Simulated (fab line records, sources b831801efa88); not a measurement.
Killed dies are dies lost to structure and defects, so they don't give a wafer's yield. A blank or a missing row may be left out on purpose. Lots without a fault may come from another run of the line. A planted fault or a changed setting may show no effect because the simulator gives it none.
Tool commonality check | flow gf180mcu | 12 lots, 42 wafers sampled

WHY IT WAS OPENED
At GF_PSD_RS_MEAS_14 the reading NSD_RS is flagged on 2 of 12 lots. Wafers without a fault read 46.08 ohm/sq, standard deviation 0.081.
Rule: a lot is flagged when every wafer of it that has a number lies more than 4 standard deviations from that mean, or none has a number. The other lots count as sound.

lot  | measured     | on            | NSD_RS (ohm/sq), wafer by wafer     | flag
L542 | day 14 18:34 | film_metro-02 | 46.07 46.12 46.11                   |
L543 | day 14 19:59 | film_metro-04 | 46.15 46.14 46.06                   |
L545 | day 15 13:56 | film_metro-03 | 46.11 46.16 46.19                   |
L546 | day 15 19:08 | film_metro-03 | 46.15 46.05 46.04                   |
L547 | day 15 21:07 | film_metro-04 | 46.08 46.05 45.99                   |
L549 | day 16 15:11 | film_metro-03 | 46.15 46.23 46.11                   |
L554 | day 18 15:35 | film_metro-03 | 46.11 46.14 46.09                   |
L555 | day 19 02:48 | film_metro-02 | 46.03 45.96 45.99                   |
L557 | day 19 13:26 | film_metro-03 | 45.09 44.98 44.95 45.07 45.01 45.10 | FLAGGED
L558 | day 19 18:41 | film_metro-04 | 45.09 45.06 45.05 45.13 45.14 45.11 | FLAGGED
L562 | day 21 07:32 | film_metro-03 | 46.12 46.16 46.25                   |
L564 | day 22 00:59 | film_metro-03 | 46.21 46.25 46.18                   |
The numbers of the flagged lots are 45.06 ohm/sq on average: -1.02 ohm/sq against the usual, or -13 standard deviations.

WHICH TOOL RAN EACH LOT
The record holds 2 process steps before the reading, out of a route of 602 steps. In each cell: the tool, then ch and the chambers that the sampled wafers went through, then the start.
lot  | flag    | GF_NSD_IMPLANT_09               | GF_NSD_STRIP_11
L542 |         | implanter-02 ch 0, day 13 20:19 | plasma_asher-01 ch 0,1, day 13 20:36
L543 |         | implanter-01 ch 0, day 13 22:29 | plasma_asher-02 ch 0,1, day 13 22:47
L545 |         | implanter-02 ch 0, day 14 16:01 | plasma_asher-03 ch 0,1, day 14 16:17
L546 |         | implanter-01 ch 0, day 14 20:56 | plasma_asher-01 ch 0,1, day 14 21:14
L547 |         | implanter-03 ch 0, day 14 22:11 | plasma_asher-02 ch 0,1, day 14 22:28
L549 |         | implanter-02 ch 0, day 15 16:35 | plasma_asher-01 ch 0,1, day 15 16:52
L554 |         | implanter-01 ch 0, day 17 15:22 | plasma_asher-02 ch 0,1, day 17 15:40
L555 |         | implanter-01 ch 0, day 18 02:32 | plasma_asher-02 ch 0,1, day 18 02:50
L557 | FLAGGED | implanter-02 ch 0, day 18 12:15 | plasma_asher-02 ch 0,1, day 18 12:32
L558 | FLAGGED | implanter-02 ch 0, day 18 17:05 | plasma_asher-02 ch 0,1, day 18 17:23
L562 |         | implanter-01 ch 0, day 20 06:52 | plasma_asher-01 ch 0,1, day 20 07:10
L564 |         | implanter-03 ch 0, day 21 00:28 | plasma_asher-02 ch 0,1, day 21 00:44
What these steps do:
- GF_NSD_IMPLANT_09
- GF_NSD_STRIP_11: strips in O2/N2.
- GF_PSD_RS_MEAS_14: measures by four-point-probe.

FLAGGED OVER TOTAL, TOOL BY TOOL (the gauges that took the reading come last)
step              | tool            | lots run | flagged | share of the flagged lots | sound lots run after its first flagged lot
GF_NSD_IMPLANT_09 | implanter-01    | 5        | 0       | none                      | -
GF_NSD_IMPLANT_09 | implanter-02    | 5        | 2       | all                       | 0
GF_NSD_IMPLANT_09 | implanter-03    | 2        | 0       | none                      | -
GF_NSD_STRIP_11   | plasma_asher-01 | 4        | 0       | none                      | -
GF_NSD_STRIP_11   | plasma_asher-02 | 7        | 2       | all                       | 1 (L564)
GF_NSD_STRIP_11   | plasma_asher-03 | 1        | 0       | none                      | -
GF_PSD_RS_MEAS_14 | film_metro-02   | 2        | 0       | none                      | -
GF_PSD_RS_MEAS_14 | film_metro-03   | 7        | 1       | some                      | 2 (L562,L564)
GF_PSD_RS_MEAS_14 | film_metro-04   | 3        | 1       | some                      | 0

WHAT THE TABLE ALLOWS
2 rows of the table ran every flagged lot: implanter-02 at GF_NSD_IMPLANT_09, plasma_asher-02 at GF_NSD_STRIP_11.
- implanter-02 at GF_NSD_IMPLANT_09: 2 of its 5 lots flagged. Its last sound lot is L549 (day 15 16:35), its first flagged lot L557 (day 18 12:15): a fault that began between those two fits. Its own readings lie more than 4 standard deviations out on every wafer of the flagged lots: dose_ions_cm2.
- plasma_asher-02 at GF_NSD_STRIP_11: 2 of its 7 lots flagged. Sound lots ran on it after the first flagged one (L564), which a lasting fault on the whole tool wouldn't allow. Its own readings lie more than 4 standard deviations out on every wafer of the flagged lots: strip_time_to_endpoint_s.
One tool is left: implanter-02 at GF_NSD_IMPLANT_09.

WHAT THE SIMULATOR HAD PUT IN
Process parameter drift: implanter-02, from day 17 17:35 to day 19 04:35, at GF_NSD_IMPLANT_09. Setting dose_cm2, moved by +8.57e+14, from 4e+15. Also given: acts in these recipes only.
Lots struck among those shown: L557, L558. The rule above found the same.
